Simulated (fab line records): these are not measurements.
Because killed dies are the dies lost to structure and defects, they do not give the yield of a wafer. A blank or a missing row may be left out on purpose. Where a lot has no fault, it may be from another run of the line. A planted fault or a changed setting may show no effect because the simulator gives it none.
Chamber matching -- flow gf180mcu -- GF_V4_CVD_02 on pecvd-03: 3 sister chambers
The step deposits SiO2 from TEOS, target thk 850 nm, time 94.851 s. 3 wafers are shown with their chamber, then 11 later ones without.

## WAFERS PAIRED WITH THEIR CHAMBERS
wafer,chamber,heater_power_w (W)
L083.6,2,571
L082.6,0,503
L085.1,1,977

## WAFERS WHOSE CHAMBER IS MISSING
wafer,heater_power_w (W)
L085.2,578
L085.4,584
L087.1,582
L087.3,597
L087.4,629
L088.1,1004
L088.2,580
L088.3,1048
L091.2,1024
L091.4,526
L091.5,868

## WHICH CHAMBER EACH ONE RAN IN
wafer,from the rows above,in truth
L085.2,can't be placed: 2 or 0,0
L085.4,can't be placed: 2 or 0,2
L087.1,can't be placed: 2 or 0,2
L087.3,can't be placed: 2 or 0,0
L087.4,can't be placed: 2 or 0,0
L088.1,1,1
L088.2,can't be placed: 2 or 0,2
L088.3,1,1
L091.2,1,1
L091.4,can't be placed: 0 or 2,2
L091.5,1,1
Correctly placed: 4 of 11. Not placeable from these rows: 7 (in 7, the candidates include the true chamber). 0 placed wrongly.
How it was worked out, from the rows above alone: a wafer's distance from a chamber is the root of the sum, over the readings, of the square of ((its reading less the chamber's mean) divided by the reading's scatter). If the next closest chamber is less than 2 further off than the closest, the wafer can't be placed; otherwise it belongs to the closest. For every chamber, the mean is computed from those of its wafers that are shown. The scatter: root of mean squared gap, hidden wafer to nearest shown wafer, with one shown wafer a chamber.
